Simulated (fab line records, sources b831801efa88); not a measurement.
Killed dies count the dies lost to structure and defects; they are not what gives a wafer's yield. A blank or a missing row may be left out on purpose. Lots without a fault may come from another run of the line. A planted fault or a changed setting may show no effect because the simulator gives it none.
fab line records	flow sky130
record lots=13	wafers=39	last_day=51
route steps=708 shown SONOS_ONO@169 GATE_OXIDE@189 LDD_P@264 LDD_HVN@274 PAD_OPEN@708
lots with no fault: from the same line, run without faults
start_h: hours from the record's first day to the start of the lot's first wafer shown	wait_h: hours since the lot's step before	" as in the row above	L1.1+2: one row covering several wafers at once	- no value, or no start given	* or withheld: withheld	< > ~ a bound
route shown NAME@n: NAME is a module with steps in the file, n the number in the route of the first one	usual: the fault-free wafers' mean and standard deviation	same: alike in all rows	chamber/n: place in a boat	sites: readings site by site	_std_site: how widely they spread, as a standard deviation	_edge_site: outer sites' mean less inner sites'	radius_mm: for every site, how far away it sits from the centre of the wafer	mask NAME#n: copy n	behind: the tool/chamber that last shaped the wafer	hold: the reason the lot was held/the length of the hold in hours/how it ended	device: transistor that didn't switch, given as n, p or np	end of line: tests run on the same wafers once the route is complete	for a step that has no rows: nothing shown but its recipe	killed: count of dies lost to structure and defects at first sort (not the wafer's yield)	map: dies across one wafer; x = killed, . = not, _ = none there
set.NAME: setting as actually run; set.NAME@STEP: the setting as run at that earlier step	model.NAME: the simulator's own value behind a step, which no gauge read
a sample of lots followed through the steps of the route, with each step as a table and each wafer as a row
services: when a tool's chamber went out of use (start_h, in hours from the record's first day, below 0 if earlier), for how many hours, and the reason
## steps
# step SKY_SONOS_ONO_THK_MEAS_01
# recipe reads=SiO2_of_SONOS_ONO_OXIDATION_00
# usual SONOS_ONO_OXIDATION_THK=2.58/0.063
lot.wafer	tool	chamber	start_h	wait_h	SONOS_ONO_OXIDATION_THK[nm]
L378.3	film_metro-02	-	281.05	0.0	2.64
L378.5	"	-	"	"	2.71
L378.6	"	-	"	"	2.69
L381.4	film_metro-02	-	302.85	0.0	2.49
L381.5	"	-	"	"	2.48
L381.6	"	-	"	"	2.56
L383.2	film_metro-04	-	313.39	0.0	2.71
L383.4	"	-	"	"	2.62
L383.5	"	-	"	"	2.57
L384.4	film_metro-02	-	325.85	0.0	2.62
L384.5	"	-	"	"	2.60
L384.6	"	-	"	"	2.55
L385.2	film_metro-03	-	329.86	0.0	2.50
L385.4	"	-	"	"	2.59
L385.6	"	-	"	"	2.57
L386.1	film_metro-04	-	337.96	0.0	2.58
L386.5	"	-	"	"	2.57
L386.6	"	-	"	"	2.51
L387.1	film_metro-04	-	344.28	0.0	2.49
L387.3	"	-	"	"	2.45
L387.4	"	-	"	"	2.46
L389.1	film_metro-03	-	360.97	0.0	2.59
L389.3	"	-	"	"	2.67
L389.5	"	-	"	"	2.59
L390.2	film_metro-03	-	367.90	0.0	2.56
L390.4	"	-	"	"	2.58
L390.5	"	-	"	"	2.55
L395.4	film_metro-04	-	398.95	0.0	2.64
L395.5	"	-	"	"	2.61
L395.6	"	-	"	"	2.59
L397.3	film_metro-03	-	420.02	0.0	2.52
L397.5	"	-	"	"	2.60
L397.6	"	-	"	"	2.65
L398.1	film_metro-02	-	438.16	0.0	2.49
L398.4	"	-	"	"	2.49
L398.5	"	-	"	"	2.55
L399.2	film_metro-03	-	440.21	0.0	2.59
L399.4	"	-	"	"	2.63
L399.5	"	-	"	"	2.64
# step SKY_GATE_OXIDE_THK_MEAS_02
# recipe reads=SiO2_of_GATE_OXIDE_OXIDATION_01
# usual GATE_OXIDE_OXIDATION_00_THK=10.25/0.21
lot.wafer	tool	chamber	start_h	wait_h	GATE_OXIDE_OXIDATION_00_THK[nm]
L378.3	film_metro-02	-	311.04	0.0	9.94
L378.5	"	-	"	"	9.98
L378.6	"	-	"	"	9.89
L381.4	film_metro-03	-	335.02	0.0	10.37
L381.5	"	-	"	"	10.36
L381.6	"	-	"	"	10.54
L383.2	film_metro-02	-	345.70	0.0	9.95
L383.4	"	-	"	"	10.01
L383.5	"	-	"	"	9.97
L384.4	film_metro-03	-	363.33	0.0	10.28
L384.5	"	-	"	"	10.10
L384.6	"	-	"	"	10.11
L385.2	film_metro-03	-	364.72	0.0	10.43
L385.4	"	-	"	"	10.40
L385.6	"	-	"	"	10.33
L386.1	film_metro-02	-	370.66	0.0	10.29
L386.5	"	-	"	"	10.17
L386.6	"	-	"	"	10.31
L387.1	film_metro-02	-	379.14	0.0	10.64
L387.3	"	-	"	"	10.58
L387.4	"	-	"	"	10.56
L389.1	film_metro-01	-	396.22	0.0	10.27
L389.3	"	-	"	"	10.17
L389.5	"	-	"	"	10.19
L390.2	film_metro-03	-	404.74	0.0	10.22
L390.4	"	-	"	"	10.28
L390.5	"	-	"	"	10.23
L395.4	film_metro-01	-	435.90	0.0	10.54
L395.5	"	-	"	"	10.44
L395.6	"	-	"	"	10.42
L397.3	film_metro-02	-	457.83	0.0	10.50
L397.5	"	-	"	"	10.42
L397.6	"	-	"	"	10.47
L398.1	film_metro-03	-	475.10	0.0	10.25
L398.4	"	-	"	"	10.28
L398.5	"	-	"	"	10.24
L399.2	film_metro-03	-	477.39	0.0	10.29
L399.4	"	-	"	"	10.39
L399.5	"	-	"	"	10.55
# step SKY_LDD_P_IMPLANT_09
# recipe species=BF2	energy_kev=25	dose_cm2=1e+13	tilt_deg=withheld
# usual dose_ions_cm2=9.997e+12/1e+10	faraday_current_uA=56.4/1.1
lot.wafer	tool	chamber	start_h	wait_h	dose_ions_cm2	faraday_current_uA
L378.3	implanter-04	0	463.57	0.1	9.977e+12	56.4
L378.5	"	0	"	"	9.977e+12	56.2
L378.6	"	0	"	"	9.996e+12	54.5
L381.4	implanter-04	0	493.24	0.1	9.985e+12	56.9
L381.5	"	0	"	"	9.986e+12	56.9
L381.6	"	0	"	"	1.0002e+13	57.5
L383.2	implanter-02	0	505.22	0.0	1.0001e+13	58.0
L383.4	"	0	"	"	1.0001e+13	57.6
L383.5	"	0	"	"	1.0007e+13	56.6
L384.4	implanter-04	0	525.69	0.1	1e+13	56.1
L384.5	"	0	"	"	1.0009e+13	55.9
L384.6	"	0	"	"	1.0004e+13	55.9
L385.2	implanter-02	0	526.37	0.0	9.983e+12	55.5
L385.4	"	0	"	"	1.0003e+13	54.9
L385.6	"	0	"	"	9.992e+12	53.7
L386.1	implanter-04	0	535.15	0.0	9.986e+12	58.4
L386.5	"	0	"	"	9.997e+12	57.2
L386.6	"	0	"	"	1.0018e+13	56.6
L387.1	implanter-04	0	540.57	0.0	1.0002e+13	58.3
L387.3	"	0	"	"	1.001e+13	58.1
L387.4	"	0	"	"	9.993e+12	57.4
L389.1	implanter-04	0	561.92	0.0	9.995e+12	56.2
L389.3	"	0	"	"	1.0008e+13	56.5
L389.5	"	0	"	"	1.0005e+13	57.3
L390.2	implanter-01	0	570.10	0.0	9.99e+12	57.7
L390.4	"	0	"	"	9.985e+12	58.0
L390.5	"	0	"	"	9.987e+12	55.6
L395.4	implanter-01	0	601.25	0.1	9.994e+12	55.3
L395.5	"	0	"	"	1e+13	56.6
L395.6	"	0	"	"	1.0004e+13	57.8
L397.3	implanter-04	0	620.25	0.1	8.502e+12	48.8
L397.5	"	0	"	"	8.505e+12	48.4
L397.6	"	0	"	"	8.501e+12	48.5
L398.1	implanter-02	0	636.40	0.0	1.0005e+13	54.6
L398.4	"	0	"	"	1.0017e+13	55.9
L398.5	"	0	"	"	1.0011e+13	57.4
L399.2	implanter-04	0	639.12	0.0	8.503e+12	48.8
L399.4	"	0	"	"	8.491e+12	47.4
L399.5	"	0	"	"	8.486e+12	48.9
# step SKY_LDD_P_TW_MEAS_11
# usual LDD_P_TW=637/8.9
lot.wafer	tool	chamber	start_h	wait_h	LDD_P_TW
L378.3	film_metro-02	-	463.79	0.1	650
L378.5	"	-	"	"	650
L378.6	"	-	"	"	648
L381.4	film_metro-01	-	493.45	0.1	629
L381.5	"	-	"	"	630
L381.6	"	-	"	"	634
L383.2	film_metro-02	-	505.46	0.1	652
L383.4	"	-	"	"	649
L383.5	"	-	"	"	649
L384.4	film_metro-03	-	525.90	0.1	626
L384.5	"	-	"	"	627
L384.6	"	-	"	"	626
L385.2	film_metro-01	-	526.61	0.1	629
L385.4	"	-	"	"	628
L385.6	"	-	"	"	631
L386.1	film_metro-02	-	535.40	0.1	649
L386.5	"	-	"	"	650
L386.6	"	-	"	"	646
L387.1	film_metro-01	-	540.82	0.1	631
L387.3	"	-	"	"	636
L387.4	"	-	"	"	633
L389.1	film_metro-01	-	562.17	0.1	630
L389.3	"	-	"	"	632
L389.5	"	-	"	"	631
L390.2	film_metro-01	-	570.33	0.1	633
L390.4	"	-	"	"	630
L390.5	"	-	"	"	631
L395.4	film_metro-03	-	601.45	0.1	631
L395.5	"	-	"	"	631
L395.6	"	-	"	"	635
L397.3	film_metro-03	-	620.47	0.1	599
L397.5	"	-	"	"	596
L397.6	"	-	"	"	600
L398.1	film_metro-02	-	636.65	0.1	647
L398.4	"	-	"	"	648
L398.5	"	-	"	"	652
L399.2	film_metro-03	-	639.36	0.1	599
L399.4	"	-	"	"	596
L399.5	"	-	"	"	596
# step SKY_LDD_HVN_OVL_MEAS_07
# usual LDD_HVN_OVL=0.8/1.4
lot.wafer	tool	chamber	start_h	wait_h	LDD_HVN_OVL[nm]
L378.3	overlay-02	-	495.10	0.1	2.1
L378.5	"	-	"	"	0.2
L378.6	"	-	"	"	1.6
L381.4	overlay-01	-	524.47	0.1	-1.2
L381.5	"	-	"	"	-1.4
L381.6	"	-	"	"	0.5
L383.2	overlay-02	-	535.92	0.1	0.4
L383.4	"	-	"	"	0.1
L383.5	"	-	"	"	-1.0
L384.4	overlay-01	-	556.37	0.1	0.3
L384.5	"	-	"	"	-0.9
L384.6	"	-	"	"	-0.2
L385.2	overlay-01	-	557.15	0.1	-2.4
L385.4	"	-	"	"	-1.4
L385.6	"	-	"	"	-0.7
L386.1	overlay-02	-	565.64	0.1	0.8
L386.5	"	-	"	"	3.5
L386.6	"	-	"	"	2.2
L387.1	overlay-02	-	570.89	0.1	-0.9
L387.3	"	-	"	"	-0.2
L387.4	"	-	"	"	-0.9
L389.1	overlay-01	-	592.84	0.1	1.3
L389.3	"	-	"	"	1.5
L389.5	"	-	"	"	2.4
L390.2	overlay-02	-	600.42	0.1	1.8
L390.4	"	-	"	"	2.3
L390.5	"	-	"	"	0.8
L395.4	overlay-01	-	631.13	0.1	1.1
L395.5	"	-	"	"	1.6
L395.6	"	-	"	"	2.9
L397.3	overlay-01	-	650.63	0.1	-3.3
L397.5	"	-	"	"	-1.4
L397.6	"	-	"	"	-3.1
L398.1	overlay-01	-	665.51	0.1	1.3
L398.4	"	-	"	"	0.9
L398.5	"	-	"	"	2.8
L399.2	overlay-02	-	668.12	0.1	1.1
L399.4	"	-	"	"	1.5
L399.5	"	-	"	"	2.7
# step SKY_PAD_OPEN_PROBE_99
# usual killed_at_M0_to_M3=43/6.8	killed_at_M4_up=3.3/1.9	killed_at_contacts=24/5.3	killed_at_front_end=14/4.3	killed_at_other=0.3/0.62	killed_dies=85/9.8	killed_open=46/8	killed_short=39/5.9
# same gross_dies=492	killed_at_back_side=0
lot.wafer	tool	chamber	start_h	wait_h	killed_at_M0_to_M3	killed_at_M4_up	killed_at_contacts	killed_at_front_end	killed_at_other	killed_dies	killed_open	killed_short
L387.1	prober-01	-	1162.26	0.1	39	2	17	12	0	70	28	42
L387.3	prober-01	-	1162.36	0.2	52	6	27	14	1	100	64	36
L387.4	prober-01	-	1162.41	0.2	51	1	26	14	3	95	50	45
L398.1	prober-02	-	1220.02	0.1	44	3	20	6	0	73	39	34
L398.4	prober-02	-	1220.17	0.2	46	4	18	11	0	79	42	37
L398.5	prober-02	-	1220.22	0.2	52	3	17	15	0	87	44	43
L399.2	prober-01	-	1220.22	0.1	39	4	32	14	1	90	48	42
L399.4	prober-01	-	1220.32	0.2	44	0	24	17	0	85	42	43
L399.5	prober-01	-	1220.37	0.2	38	5	16	16	0	75	38	37
# killed by level:class
L387.1 VIA1:geometric_particle:open=10 LI_CONTACT:geometric_particle:short=4 VIA2:geometric_particle:short=4 CONTACT:geometric_particle:open=4 CONTACT:geometric_particle:short=4 VIA1:geometric_particle:short=4 METAL3:geometric_particle:short=4 METAL2:geometric_particle:short=4
L387.3 VIA1:geometric_particle:open=13 CONTACT:geometric_particle:open=12 LI_CONTACT:geometric_particle:open=8 VIA3:geometric_particle:open=7 VIA2:geometric_particle:open=6 VIA3:geometric_particle:short=6 POLY_GATE:geometric_particle:open=5 METAL2:geometric_particle:short=5
L387.4 METAL2:geometric_particle:short=13 CONTACT:geometric_particle:open=10 VIA1:geometric_particle:open=10 METAL1:geometric_particle:short=9 LI_CONTACT:geometric_particle:open=8 LOCAL_INTERCONNECT:geometric_particle:short=5 VIA2:geometric_particle:open=5 FIELD_ISO:geometric_particle:open=4
L398.1 VIA2:geometric_particle:open=8 VIA1:geometric_particle:open=7 METAL2:geometric_particle:short=7 CONTACT:geometric_particle:open=6 LI_CONTACT:geometric_particle:open=5 VIA3:geometric_particle:open=5 LOCAL_INTERCONNECT:geometric_particle:short=4 METAL1:geometric_particle:short=4
L398.4 VIA1:geometric_particle:open=9 CONTACT:geometric_particle:open=7 METAL1:geometric_particle:short=7 METAL2:geometric_particle:short=7 LI_CONTACT:geometric_particle:open=5 VIA2:geometric_particle:open=5 VIA3:geometric_particle:open=5 FIELD_ISO:geometric_particle:open=4
L399.2 LI_CONTACT:geometric_particle:open=10 CONTACT:geometric_particle:open=8 VIA2:geometric_particle:open=8 METAL1:geometric_particle:short=7 METAL2:geometric_particle:short=6 LOCAL_INTERCONNECT:geometric_particle:short=5 FIELD_ISO:geometric_particle:short=4 POLY_GATE:geometric_particle:open=4
L398.5 VIA1:geometric_particle:open=16 VIA3:geometric_particle:open=7 METAL3:geometric_particle:short=5 FIELD_ISO:geometric_particle:short=4 LOCAL_INTERCONNECT:geometric_particle:short=4 CONTACT:geometric_particle:short=4 METAL2:geometric_particle:short=4 VIA2:geometric_particle:short=4
L399.4 CONTACT:geometric_particle:short=8 VIA1:geometric_particle:open=7 VIA2:geometric_particle:short=6 FIELD_ISO:geometric_particle:open=5 FIELD_ISO:geometric_particle:short=5 CONTACT:geometric_particle:open=5 VIA3:geometric_particle:open=5 LI_CONTACT:geometric_particle:open=4
L399.5 VIA1:geometric_particle:open=9 POLY_GATE:geometric_particle:open=6 CONTACT:geometric_particle:open=6 VIA1:geometric_particle:short=6 METAL2:geometric_particle:short=5 LI_CONTACT:geometric_particle:open=4 METAL4:geometric_particle:short=4 VIA3:geometric_particle:short=4
## services
tool	chamber	start_h	hours	kind
implanter-04	-	471.27	4.2	pm
implanter-04	-	503.94	5.9	repair
implanter-04	-	509.44	0.6	repair
implanter-04	-	518.38	0.8	repair
implanter-01	-	525.41	4.5	pm
implanter-01	-	532.41	1.4	repair
implanter-01	-	546.90	2.0	repair
implanter-04	-	586.69	6.7	repair
implanter-01	-	602.79	2.7	pm
implanter-04	-	622.18	10.1	repair
implanter-04	-	634.93	3.2	repair
## key
first_sign step=SKY_LDD_P_IMPLANT_09	reading=dose_ions_cm2	direction=down	sigmas=99+	usual=*	struck=*
effect step=SKY_LDD_P_IMPLANT_09	reading=faraday_current_uA	direction=down	sigmas=6.9	usual=56.4	struck=48.5
effect step=SKY_LDD_P_TW_MEAS_11	reading=LDD_P_TW	direction=down	sigmas=4.4	usual=637	struck=598
met_at SKY_LDD_P_IMPLANT_09
struck_lots L397,L399
tester_left_out L397,L399
not_acting_at SKY_SONOS_ONO_THK_MEAS_01,SKY_GATE_OXIDE_THK_MEAS_02,SKY_LDD_HVN_OVL_MEAS_07
onset_between 561.92 620.25
fault kind=process_parameter_drift	tool=implanter-04	chamber=-	onset_h=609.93	steps=SKY_LDD_P_IMPLANT_09	channel=dose_cm2	offset=*	shape=step	end_h=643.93	acts_in=*	stated=*
# tester_left_out: of these lots the tester's yield and bins aren't shown, on N5 and GAA mostly nor the transistor test; their killed dies are dies lost to structure and defects alone, not to doping, threshold or leakage, so they don't give the yield
